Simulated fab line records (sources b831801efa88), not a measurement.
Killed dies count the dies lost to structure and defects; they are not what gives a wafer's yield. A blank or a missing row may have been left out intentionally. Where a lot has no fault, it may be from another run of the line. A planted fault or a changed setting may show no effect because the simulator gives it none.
The same fault as seen by 2 desks	flow sky130	only its own numbers are on each desk; what lay behind them is given at the end

== DESK OF THE TOOL OWNER: litho-track-01 ==
The tool's own readings at SKY_SD_N_DEVELOP_06 (develop time 60 s): means of the sampled wafers that have a number, for each lot that ran on this tool. The brackets show how far a lot's mean lies from the usual mean; more than 4 standard deviations puts the lot out of limits, marked OUT.
Columns: A = developer-temp-C at SKY_SD_N_DEVELOP_06, usual 22.99 C
lot	first seen here	A
L919	day 28 04:47	22.97
L921	day 29 17:13	23.01
L922	day 30 02:46	22.87
L923	day 30 13:31	23.03
L926	day 31 15:11	23.03
L929	day 32 02:13	20.62 (-25) OUT
L930	day 32 09:28	20.72 (-24) OUT
L932	day 33 07:43	20.72 (-24) OUT
Finding of this desk: L929, L930, L932 out of limits; the first was L929 at day 32 02:13, on developer-temp-C at SKY_SD_N_DEVELOP_06. L919, L921, L922, L923, L926: within limits.

== THE METROLOGY DESK ==
Means of the sampled wafers that have a number, per lot and without regard to the tool the lot ran on: this is what the gauges read. The brackets show how far a lot's mean lies from the usual mean; more than 4 standard deviations puts the lot out of limits, marked OUT.
Columns: A = cd-nm at SKY_LDD_P_CD_MEAS_07, usual 382.6 nm; B = LDD_LDN_TW at SKY_LDD_LDN_TW_MEAS_13, usual 1472; C = cd-nm at SKY_SD_N_CD_MEAS_07, usual 380.7 nm
lot	first seen here	A	B	C
L919	day 19 02:20	382.1	1463	385.0
L921	day 21 03:11	384.9	1456	381.1
L922	day 21 10:44	383.5	1479	382.8
L923	day 21 23:15	377.9	1478	380.3
L924	day 22 07:37	382.6	1465	381.9
L926	day 23 02:19	382.4	1463	381.5
L927	day 23 09:14	386.4	1475	375.7
L929	day 23 09:34	381.3	1478	385.9
L930	day 23 18:44	386.6	1478	387.6
L931	day 24 15:00	380.3	1475	383.3
L932	day 24 21:17	384.7	1468	385.9
L939	day 26 23:54	387.0	1467	378.0
L941	day 27 06:22	382.5	1472	381.3
This desk's verdict: no lot among the 13 shows anything out of limits.

== ALL TOGETHER ==
An alarm could have come from the tool owner's desk at day 32 02:13, on L929, L930, L932.
At the metrology desk, nothing out of limits was observed.
The metrology desk has L929, L930, L932 on record, within its limits.
The lots listed all ran SKY_SD_N_DEVELOP_06 on litho-track-01.

== WHAT HAD BEEN PUT IN BY THE SIMULATOR ==
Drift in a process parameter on litho-track-01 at SKY_SD_N_DEVELOP_06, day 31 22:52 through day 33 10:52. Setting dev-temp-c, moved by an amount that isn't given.
Shown lots that were struck: L929, L930, L932.
Hours from the fault's start to each desk's first reading out of limits: the tool owner's desk, 3.
